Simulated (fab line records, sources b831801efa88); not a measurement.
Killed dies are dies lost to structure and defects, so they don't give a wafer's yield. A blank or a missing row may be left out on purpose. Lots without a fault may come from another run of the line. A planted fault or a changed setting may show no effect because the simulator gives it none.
Tool commonality check | flow sky130 | 11 lots, 33 wafers sampled

WHY IT WAS OPENED
At SKY_LOCAL_INTERCONNECT_CD_MEAS_11 the reading cd_nm is flagged on 2 of 11 lots. Wafers without a fault read 170.0 nm, standard deviation 1.4.
Rule: a lot is flagged when every wafer of it that has a number lies more than 4 standard deviations from that mean, or none has a number. The other lots count as sound.

lot  | measured     | on        | cd_nm (nm), wafer by wafer | flag
L652 | day 30 07:37 | cd_sem-02 | 168.3 167.7 167.3          |
L655 | day 31 07:56 | cd_sem-02 | 170.4 170.0 170.7          |
L656 | day 31 09:04 | cd_sem-02 | 168.8 168.2 169.0          |
L657 | day 32 10:43 | cd_sem-02 | 169.3 167.9 169.4          |
L662 | day 34 02:52 | cd_sem-01 | 135.6 113.8 124.5          | FLAGGED
L664 | day 34 15:47 | cd_sem-01 | 141.3 148.8 140.2          | FLAGGED
L666 | day 35 02:35 | cd_sem-01 | 171.1 171.2 170.2          |
L668 | day 35 17:01 | cd_sem-01 | 169.2 171.2 169.8          |
L670 | day 36 08:17 | cd_sem-01 | 171.3 170.6 170.1          |
L674 | day 37 07:14 | cd_sem-01 | 170.2 172.1 171.8          |
L675 | day 37 20:23 | cd_sem-02 | 167.5 167.8 168.5          |
The numbers of the flagged lots are 134.0 nm on average: -36.0 nm against the usual, or -26 standard deviations.

WHICH TOOL RAN EACH LOT
The record holds 2 process steps before the reading, out of a route of 708 steps. In each cell: the tool, then ch and the chambers that the sampled wafers went through, then the start.
lot  | flag    | SKY_LI_CONTACT_SPUTTER_19    | SKY_LOCAL_INTERCONNECT_EXPOSE_08
L652 |         | pvd_sputter-02, day 29 02:30 | krf_scanner-01 ch 0, day 29 17:43
L655 |         | pvd_sputter-01, day 30 03:38 | krf_scanner-01 ch 0, day 30 18:01
L656 |         | pvd_sputter-03, day 30 04:45 | krf_scanner-02 ch 0, day 30 19:18
L657 |         | pvd_sputter-01, day 31 06:38 | krf_scanner-01 ch 0, day 31 21:26
L662 | FLAGGED | pvd_sputter-01, day 32 23:10 | krf_scanner-01 ch 0, day 33 13:56
L664 | FLAGGED | pvd_sputter-01, day 33 12:02 | krf_scanner-01 ch 0, day 34 02:49
L666 |         | pvd_sputter-02, day 33 23:13 | krf_scanner-02 ch 0, day 34 13:35
L668 |         | pvd_sputter-03, day 34 13:59 | krf_scanner-02 ch 0, day 35 04:18
L670 |         | pvd_sputter-01, day 35 04:30 | krf_scanner-02 ch 0, day 35 18:53
L674 |         | pvd_sputter-01, day 36 04:01 | krf_scanner-01 ch 0, day 36 18:08
L675 |         | pvd_sputter-01, day 36 16:57 | krf_scanner-02 ch 0, day 37 07:23
What these steps do:
- SKY_LI_CONTACT_SPUTTER_19: material Ti, target thk 20 nm, time 106.37 s.
- SKY_LOCAL_INTERCONNECT_EXPOSE_08: exposes mask LI1M, target cd 170 nm.
- SKY_LOCAL_INTERCONNECT_CD_MEAS_11: target cd 170 nm.

FLAGGED OVER TOTAL, TOOL BY TOOL (the gauges that took the reading come last)
step                              | tool           | lots run | flagged | share of the flagged lots | sound lots run after its first flagged lot
SKY_LI_CONTACT_SPUTTER_19         | pvd_sputter-01 | 7        | 2       | all                       | 3 (L670,L674,L675)
SKY_LI_CONTACT_SPUTTER_19         | pvd_sputter-02 | 2        | 0       | none                      | -
SKY_LI_CONTACT_SPUTTER_19         | pvd_sputter-03 | 2        | 0       | none                      | -
SKY_LOCAL_INTERCONNECT_EXPOSE_08  | krf_scanner-01 | 6        | 2       | all                       | 1 (L674)
SKY_LOCAL_INTERCONNECT_EXPOSE_08  | krf_scanner-02 | 5        | 0       | none                      | -
SKY_LOCAL_INTERCONNECT_CD_MEAS_11 | cd_sem-01      | 6        | 2       | all                       | 4 (L666,L668,L670,L674)
SKY_LOCAL_INTERCONNECT_CD_MEAS_11 | cd_sem-02      | 5        | 0       | none                      | -

WHAT THE TABLE ALLOWS
3 rows of the table ran every flagged lot: pvd_sputter-01 at SKY_LI_CONTACT_SPUTTER_19, krf_scanner-01 at SKY_LOCAL_INTERCONNECT_EXPOSE_08, cd_sem-01 at SKY_LOCAL_INTERCONNECT_CD_MEAS_11.
- pvd_sputter-01 at SKY_LI_CONTACT_SPUTTER_19: 2 of its 7 lots flagged. Sound lots ran on it after the first flagged one (L670, L674, L675), which a lasting fault on the whole tool wouldn't allow.
- krf_scanner-01 at SKY_LOCAL_INTERCONNECT_EXPOSE_08: 2 of its 6 lots flagged. Sound lots ran on it after the first flagged one (L674), which a lasting fault on the whole tool wouldn't allow.
- cd_sem-01 at SKY_LOCAL_INTERCONNECT_CD_MEAS_11: 2 of its 6 lots flagged. Sound lots ran on it after the first flagged one (L666, L668, L670, L674), which a lasting fault on the whole tool wouldn't allow.
No row of the table ran every flagged lot and no sound lot after the first.

WHAT THE SIMULATOR HAD PUT IN
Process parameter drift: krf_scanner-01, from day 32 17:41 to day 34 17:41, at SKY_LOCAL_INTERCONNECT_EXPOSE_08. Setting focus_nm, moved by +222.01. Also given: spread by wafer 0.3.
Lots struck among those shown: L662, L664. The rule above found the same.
